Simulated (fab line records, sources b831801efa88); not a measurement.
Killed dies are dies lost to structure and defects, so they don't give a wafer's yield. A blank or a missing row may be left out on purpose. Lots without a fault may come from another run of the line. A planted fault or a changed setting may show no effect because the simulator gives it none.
Problem report in the 8D (eight disciplines) form, filled by code | flow gf180mcu | the parts of the form that need people (team, actions taken, sign-off) are left out

1. THE PROBLEM
strip_time_to_endpoint_s at GF_STI_STRIP_15 reads a mean of 2.21 s on 6 wafers of 2 lots; wafers without a fault read 3.71 s with a standard deviation of 0.045. That is -33 standard deviations from the usual mean.
The step: strips in O2/N2.
First seen on wafer L547.1, day 5 17:58, on plasma_asher-01. The record holds 39 wafers of 13 lots with a number at this step. Rule for "out", or "out of limits": more than 4 standard deviations from the usual mean. The other wafers with a number count as sound.

2. WHAT IT IS AND WHAT IT IS NOT
question                    | is                                       | is not
which readings at this step | strip_time_to_endpoint_s, oes_product_au | drypump_motor_current_A, heater_power_w
which lots                  | L547, L548                               | L531, L532, L533, L535, L536, L537, L538, L539, L546, L551, L553
which wafers of those lots  | all that have a number                   | -
read on which tools         | plasma_asher-01, plasma_asher-02         | plasma_asher-03
when                        | from day 5 17:58                         | up to then (27 sound wafers); but 6 sound wafers of L551, L553 came after

3. SUSPECTS, AND WHAT RULES EACH OUT
Counting: a tool at a process step up to the reading stays a suspect if it ran every lot that is out and no sound lot after the first of them.
- rie_diel-02 at GF_STI_ETCH_13 (etches the open film in CHF3/O2, stops on Si, target depth 282.31 nm, time 112.9 s): kept. It ran every lot that is out, first L547 (day 5 17:48), and no sound lot after that; its last sound lot up to then is L539 (day 4 00:13).
Left after counting: rie_diel-02 at GF_STI_ETCH_13.

4. THE CAUSE (what the simulator had put in)
Process parameter drift: rie_diel-02, from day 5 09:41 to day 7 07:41, at GF_STI_ETCH_13. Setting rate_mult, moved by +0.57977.
Counting left only this tool.

5. THE CHAIN OF EFFECTS, in route order
Each row: a reading whose mean over the struck wafers that have a number lies more than 3 standard deviations from the usual. Only readings for which the record gives a usual standard deviation are gone through. hours: the time from each lot's start at the first step in this table that gives one to its start at this step, as a median over the lots. sigmas: the change in usual standard deviations.
hours | step            | reading                  | usual      | on struck wafers | change | sigmas
0     | GF_STI_STRIP_15 | oes_product_au           | 0.384 a.u. | 0.322            | -0.062 | -13
0     | GF_STI_STRIP_15 | strip_time_to_endpoint_s | 3.71 s     | 2.21             | -1.50  | -33
The process steps in it:
- GF_STI_STRIP_15: strips in O2/N2.
Later measuring or inspecting steps at which every struck wafer that the step has a row for has a number for every such reading, and none has moved that far: GF_MVPSD_OVL_MEAS_07, GF_HV_LDD_OVL_MEAS_08, GF_SAB_OVL_MEAS_10.

6. WHAT WOULD HAVE CAUGHT IT SOONER
In this record the first reading out of limits was taken at day 5 17:58, 8 hours after the fault began at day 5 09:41.
Of the tool readings at GF_STI_ETCH_13 for which the record gives a usual standard deviation, none was out on any struck wafer, so an alarm limit of 4 standard deviations on them would not have fired.
Of the lots that are out (2), L548 began GF_STI_ETCH_13 on rie_diel-02 after day 5 17:58. A hold on the tool at that time would have spared it.
